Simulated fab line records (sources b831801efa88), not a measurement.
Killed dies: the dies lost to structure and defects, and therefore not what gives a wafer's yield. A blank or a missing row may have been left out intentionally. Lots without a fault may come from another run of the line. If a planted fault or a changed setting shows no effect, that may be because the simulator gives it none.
fab line records	flow gf180mcu
[record] lots = 13	wafers = 39	last-day = 34
route steps=602 shown STI@5 DNWELL@41 HV_LDD@212
lots with no fault: from the same line, run without faults
start-h: the number of hours between the record's first day and the start of the first shown wafer of the lot	wait-h: hours from the lot's prior step to this one	" repeats the value in the row above	L1.1+2: a row that stands for several wafers	- no value present, or no start provided	* or withheld: withheld	< > ~ a bound
route shown NAME@n: NAME is a module with steps in the file, n the number in the route of the first one	usual: mean and standard deviation over wafers with no fault	same: alike in all rows	chamber/n: place in a boat	sites: readings site by site	_std_site: the standard deviation of these	_edge_site: inner sites' mean taken away from outer sites' mean	radius-mm: how far each site lies from the wafer's centre	mask NAME#n: copy n	behind: the most recent tool/chamber to have shaped the wafer	hold: cause of the lot's hold/its duration in hours/its outcome	device: the transistor (n, p or np) that didn't switch	end of line: tests of these same wafers at the route's end	for a step that has no rows: nothing shown but its recipe	killed: dies that structure and defects cost at the first sort, which is not the same as the wafer's yield	map: a wafer's dies, marking killed ones x, the rest . and places with no die _
set.NAME: the setting the step ran with; set.NAME@STEP: the setting that earlier step ran with	model.NAME: the simulator's own value behind a step, which no gauge read
a sample of lots followed through the steps of the route, with each step as a table and each wafer as a row
services: from which hour (start-h, from the record's first day; less than 0 if before it) a tool's chamber was out of use, for how many hours, and why
[[steps]]
[step GF_STI_THK_MEAS_04]
[recipe] reads = Si3N4_of_STI_CVD_03
[usual] STI_CVD_03_THK = 206.4/2
lot.wafer	tool	chamber	start-h	wait-h	STI_CVD_03_THK[nm]
L992.1	film-metro-04	-	13.56	0.0	208.4
L992.3	"	-	"	"	206.4
L992.4	"	-	"	"	208.0
L994.1	film-metro-02	-	24.16	0.0	204.8
L994.4	"	-	"	"	204.9
L994.6	"	-	"	"	203.9
L995.1	film-metro-04	-	29.37	0.0	205.2
L995.5	"	-	"	"	203.5
L995.6	"	-	"	"	204.7
L996.1	film-metro-02	-	34.43	0.0	208.0
L996.4	"	-	"	"	209.2
L996.5	"	-	"	"	206.9
L999.1	film-metro-04	-	49.57	0.0	202.0
L999.2	"	-	"	"	203.9
L999.6	"	-	"	"	204.6
L104.3	film-metro-02	-	73.80	0.0	205.4
L104.5	"	-	"	"	205.9
L104.6	"	-	"	"	206.4
L106.1	film-metro-03	-	84.23	0.0	203.8
L106.2	"	-	"	"	206.2
L106.6	"	-	"	"	204.4
L107.1	film-metro-02	-	88.56	0.0	206.7
L107.4	"	-	"	"	206.7
L107.6	"	-	"	"	205.6
L109.1	film-metro-03	-	98.56	0.0	208.8
L109.2	"	-	"	"	209.9
L109.3	"	-	"	"	209.9
L110.1	film-metro-04	-	103.56	0.0	208.9
L110.5	"	-	"	"	206.8
L110.6	"	-	"	"	209.1
L111.2	film-metro-04	-	109.56	0.0	202.5
L111.4	"	-	"	"	205.6
L111.5	"	-	"	"	203.6
L114.1	film-metro-02	-	123.56	0.0	205.9
L114.4	"	-	"	"	206.3
L114.5	"	-	"	"	206.8
L115.1	film-metro-02	-	131.09	0.0	209.0
L115.2	"	-	"	"	207.3
L115.5	"	-	"	"	204.9
[step GF_STI_ETCH_14]
[recipe] target = Si	chemistry = HBr/Cl2/O2	target-depth-nm = 360	icp-w = 600	bias-w = 150	pressure-mtorr = 15	HBr_flow_sccm = 150	Cl2_flow_sccm = 40	O2_flow_sccm = 6	time-s = 102.9
[usual] drypump-motor-current-A = 5.6/0.42	oes-product-au = 1.001/0.0099	throttle-valve-pct = 25.658/0.011
lot.wafer	tool	chamber	start-h	wait-h	drypump-motor-current-A	oes-product-au	rf-hours-counter-h	throttle-valve-pct
L992.1	rie-si-02	0	25.05	0.0	5.9	0.985	13	25.664
L992.3	"	3	"	"	5.7	0.999	115	25.659
L992.4	"	1	"	"	5.3	0.996	155	25.658
L994.1	rie-si-02	0	36.32	0.0	5.9	0.996	14	25.663
L994.4	"	1	"	"	5.3	1.007	155	25.668
L994.6	"	1	"	"	5.3	1.014	-	25.652
L995.1	rie-si-02	3	41.75	0.0	5.7	0.991	115	25.670
L995.5	"	1	"	"	5.4	0.998	-	25.654
L995.6	"	2	"	"	4.9	1.017	-	25.653
L996.1	rie-si-02	2	46.45	0.0	4.9	1.011	92	25.644
L996.4	"	3	"	"	5.7	0.996	115	25.653
L996.5	"	1	"	"	5.3	0.997	-	25.676
L999.1	rie-si-01	0	62.93	0.0	5.9	0.988	1	25.673
L999.2	"	3	"	"	5.2	1.006	1	25.636
L999.6	"	1	"	"	5.7	1.009	-	25.652
L104.3	rie-si-02	1	87.07	0.0	5.3	1.008	0	25.662
L104.5	"	0	"	"	5.9	0.995	-	25.661
L104.6	"	1	"	"	5.3	1.012	-	25.647
L106.1	rie-si-02	3	97.68	0.0	5.8	1.007	116	25.657
L106.2	"	1	"	"	5.3	1.005	0	25.680
L106.6	"	3	"	"	5.7	0.999	-	25.648
L107.1	rie-si-02	1	102.90	0.0	5.3	1.020	0	25.644
L107.4	"	3	"	"	5.7	0.998	116	25.659
L107.6	"	3	"	"	5.7	1.014	-	25.646
L109.1	rie-si-02	3	113.30	0.0	5.7	1.009	116	25.659
L109.2	"	0	"	"	5.9	0.990	14	25.666
L109.3	"	1	"	"	5.3	1.014	0	25.660
L110.1	rie-si-02	1	117.75	0.0	5.3	1.011	0	25.653
L110.5	"	2	"	"	4.9	1.004	-	25.661
L110.6	"	3	"	"	5.7	1.001	-	25.656
L111.2	rie-si-01	2	123.93	0.0	6.3	1.000	4	25.660
L111.4	"	3	"	"	5.2	1.002	-	25.683
L111.5	"	0	"	"	5.9	0.985	-	25.667
L114.1	rie-si-01	3	138.63	0.0	5.2	0.999	1	25.666
L114.4	"	2	"	"	6.3	1.006	4	25.652
L114.5	"	1	"	"	5.7	0.990	-	25.656
L115.1	rie-si-02	0	146.40	0.0	5.9	0.996	15	25.658
L115.2	"	2	"	"	4.9	1.012	93	25.653
L115.5	"	2	"	"	4.9	1.008	-	25.649
[step GF_DNWELL_TW_MEAS_09]
[usual] DNWELL_TW = 1354/17
lot.wafer	tool	chamber	start-h	wait-h	DNWELL_TW
L992.1	film-metro-02	-	42.98	0.1	1349
L992.3	"	-	"	"	1350
L992.4	"	-	"	"	1347
L994.1	film-metro-01	-	52.83	0.1	1374
L994.4	"	-	"	"	1375
L994.6	"	-	"	"	1373
L995.1	film-metro-02	-	58.82	0.1	1340
L995.5	"	-	"	"	1342
L995.6	"	-	"	"	1344
L996.1	film-metro-02	-	64.55	0.1	1363
L996.4	"	-	"	"	1353
L996.5	"	-	"	"	1353
L999.1	film-metro-03	-	82.82	0.1	1332
L999.2	"	-	"	"	1339
L999.6	"	-	"	"	1340
L104.3	film-metro-03	-	105.25	0.1	1323
L104.5	"	-	"	"	1320
L104.6	"	-	"	"	1322
L106.1	film-metro-02	-	117.23	0.1	1357
L106.2	"	-	"	"	1346
L106.6	"	-	"	"	1367
L107.1	film-metro-01	-	121.47	0.1	1375
L107.4	"	-	"	"	1379
L107.6	"	-	"	"	1369
L109.1	film-metro-02	-	132.63	0.1	1349
L109.2	"	-	"	"	1349
L109.3	"	-	"	"	1346
L110.1	film-metro-02	-	137.82	0.1	1340
L110.5	"	-	"	"	1345
L110.6	"	-	"	"	1346
L111.2	film-metro-01	-	143.49	0.1	1375
L111.4	"	-	"	"	1369
L111.5	"	-	"	"	1380
L114.1	film-metro-02	-	158.93	0.1	1357
L114.4	"	-	"	"	1348
L114.5	"	-	"	"	1342
L115.1	film-metro-03	-	167.23	0.1	1338
L115.2	"	-	"	"	1338
L115.5	"	-	"	"	1340
[step GF_HV_LDD_IMPLANT_36]
[recipe] species = P	energy-kev = 60	dose-cm2 = 7.5e+12	tilt-deg = 30	rotation-deg = 270
[usual] dose-ions-cm2 = 7.501e+12/8e+09	faraday-current-uA = 42.2/0.91
lot.wafer	tool	chamber	start-h	wait-h	dose-ions-cm2	faraday-current-uA
L992.1	implanter-03	0	253.68	0.1	7.498e+12	41.4
L992.3	"	0	"	"	7.499e+12	42.8
L992.4	"	0	"	"	7.486e+12	42.2
L994.1	implanter-03	0	267.32	0.1	9.956e+12	55.6
L994.4	"	0	"	"	9.948e+12	56.7
L994.6	"	0	"	"	9.953e+12	55.2
L995.1	implanter-03	0	279.28	0.1	9.959e+12	55.7
L995.5	"	0	"	"	9.95e+12	58.1
L995.6	"	0	"	"	9.959e+12	56.3
L996.1	implanter-03	0	287.73	0.1	9.956e+12	56.0
L996.4	"	0	"	"	9.96e+12	57.4
L996.5	"	0	"	"	9.952e+12	56.5
L999.1	implanter-02	0	316.23	0.1	7.497e+12	43.4
L999.2	"	0	"	"	7.497e+12	40.9
L999.6	"	0	"	"	7.516e+12	40.6
L104.3	implanter-02	0	347.33	0.1	7.5e+12	42.7
L104.5	"	0	"	"	7.503e+12	43.0
L104.6	"	0	"	"	7.495e+12	41.6
L106.1	implanter-04	0	360.83	0.1	7.494e+12	41.6
L106.2	"	0	"	"	7.483e+12	42.1
L106.6	"	0	"	"	7.506e+12	41.8
L107.1	implanter-03	0	373.28	0.1	7.513e+12	44.6
L107.4	"	0	"	"	7.496e+12	41.9
L107.6	"	0	"	"	7.501e+12	42.6
L109.1	implanter-03	0	381.47	0.1	7.491e+12	43.7
L109.2	"	0	"	"	7.493e+12	41.2
L109.3	"	0	"	"	7.488e+12	42.8
L110.1	implanter-03	0	391.28	0.1	7.504e+12	42.3
L110.5	"	0	"	"	7.508e+12	41.4
L110.6	"	0	"	"	7.498e+12	42.5
L111.2	implanter-03	0	403.20	0.1	7.502e+12	41.4
L111.4	"	0	"	"	7.506e+12	41.3
L111.5	"	0	"	"	7.495e+12	40.1
L114.1	implanter-03	0	422.82	0.1	7.506e+12	42.8
L114.4	"	0	"	"	7.496e+12	42.1
L114.5	"	0	"	"	7.504e+12	42.6
L115.1	implanter-04	0	436.22	0.1	7.51e+12	41.3
L115.2	"	0	"	"	7.49e+12	41.6
L115.5	"	0	"	"	7.496e+12	42.4
[step GF_HV_LDD_RS_MEAS_53]
[recipe] thk-meas-gauge = four-point-probe
[usual] HV_LDD_RS = 418.7/0.79
lot.wafer	tool	chamber	start-h	wait-h	hold	HV_LDD_RS[ohm/sq]
L992.1	film-metro-01	-	274.01	0.1	-	419.3
L992.3	"	-	"	"	-	419.1
L992.4	"	-	"	"	-	419.4
L994.1	film-metro-01	-	286.81	0.1	await-dispo/0.2h/release	412.2
L994.4	"	-	"	"	await-dispo/0.2h/release	413.3
L994.6	"	-	"	"	await-dispo/0.2h/release	413.4
L994.1	film-metro-01	-	287.10	0.3	-	413.3
L994.4	"	-	"	"	-	413.1
L994.6	"	-	"	"	-	414.0
L995.1	film-metro-01	-	300.31	0.1	await-dispo/0.2h/release	412.1
L995.5	"	-	"	"	await-dispo/0.2h/release	412.2
L995.6	"	-	"	"	await-dispo/0.2h/release	412.3
L995.1	film-metro-01	-	300.59	0.3	-	413.2
L995.5	"	-	"	"	-	412.3
L995.6	"	-	"	"	-	412.9
L996.1	film-metro-01	-	308.60	0.1	await-dispo/0.2h/release	412.2
L996.4	"	-	"	"	await-dispo/0.2h/release	412.7
L996.5	"	-	"	"	await-dispo/0.2h/release	412.8
L996.1	film-metro-01	-	309.14	0.5	-	412.5
L996.4	"	-	"	"	-	411.8
L996.5	"	-	"	"	-	412.8
L999.1	film-metro-01	-	338.35	0.1	-	419.7
L999.2	"	-	"	"	-	419.6
L999.6	"	-	"	"	-	419.4
L104.3	film-metro-01	-	369.95	0.1	-	419.6
L104.5	"	-	"	"	-	419.2
L104.6	"	-	"	"	-	418.1
L106.1	film-metro-04	-	384.22	0.1	-	418.1
L106.2	"	-	"	"	-	417.8
L106.6	"	-	"	"	-	419.5
L107.1	film-metro-03	-	395.96	0.1	-	417.9
L107.4	"	-	"	"	-	418.2
L107.6	"	-	"	"	-	416.5
L109.1	film-metro-01	-	405.15	0.1	-	420.3
L109.2	"	-	"	"	-	419.2
L109.3	"	-	"	"	-	419.1
L110.1	film-metro-04	-	415.56	0.1	-	419.1
L110.5	"	-	"	"	-	418.7
L110.6	"	-	"	"	-	419.0
L111.2	film-metro-03	-	427.78	0.1	-	418.2
L111.4	"	-	"	"	-	419.7
L111.5	"	-	"	"	-	418.8
L114.1	film-metro-03	-	448.01	0.1	-	417.5
L114.4	"	-	"	"	-	418.7
L114.5	"	-	"	"	-	418.9
L115.1	film-metro-04	-	460.56	0.1	-	419.8
L115.2	"	-	"	"	-	420.4
L115.5	"	-	"	"	-	418.9
[[services]]
tool	chamber	start-h	hours	kind
implanter-03	-	26.46	1.1	repair
implanter-02	-	48.94	12.1	pm
rie-si-02	2	60.30	8.2	repair
rie-si-02	2	81.06	5.5	repair
implanter-03	-	116.77	2.6	pm
implanter-04	-	139.20	10.0	repair
rie-si-01	3	141.42	2.5	repair
rie-si-02	3	145.43	3.2	repair
implanter-04	-	200.04	3.6	repair
implanter-02	-	220.96	77.8	pm
implanter-04	-	222.35	1.9	repair
rie-si-02	3	224.74	1.6	repair
implanter-04	-	239.35	15.8	repair
rie-si-02	-	264.16	2.8	pm
rie-si-01	-	271.60	4.9	repair
implanter-04	-	272.09	1.8	repair
rie-si-01	-	277.13	0.8	repair
rie-si-01	-	293.29	2.8	pm
implanter-02	-	298.80	2.4	pm
implanter-04	-	313.50	4.0	repair
implanter-02	-	314.85	0.8	repair
rie-si-02	3	319.15	6.0	repair
implanter-04	-	332.32	1.2	repair
rie-si-01	0	433.80	2.1	repair
[[key]]
[first-sign] step = GF_HV_LDD_IMPLANT_36	reading = dose-ions-cm2	direction = up	sigmas = 99+	usual = 7.501e+12	struck = 9.955e+12
[effect] step = GF_HV_LDD_IMPLANT_36	reading = faraday-current-uA	direction = up	sigmas = 16	usual = 42.2	struck = 56.4
[effect] step = GF_HV_LDD_RS_MEAS_53	reading = visit	direction = added
[effect] step = GF_HV_LDD_RS_MEAS_53	reading = HV_LDD_RS	direction = down	sigmas = 7.8	usual = 418.7	struck = 412.6
met-at GF_HV_LDD_IMPLANT_36
struck-lots L994,L995,L996
tester-left-out L994,L995,L996
not-acting-at GF_STI_THK_MEAS_04,GF_STI_ETCH_14,GF_DNWELL_TW_MEAS_09
onset-between 253.68 267.32
[fault] kind = process-parameter-drift	tool = implanter-03	chamber = -	onset-h = 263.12	steps = GF_HV_LDD_IMPLANT_36	channel = dose-cm2	offset = 2.4505e+12	shape = step	end-h = 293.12	acts-in = these-recipes-only	stated = 7.5e+12
// tester-left-out: of these lots the tester's yield and bins aren't shown, on N5 and GAA mostly nor the transistor test; their killed dies are dies lost to structure and defects alone, not to doping, threshold or leakage, so they don't give the yield
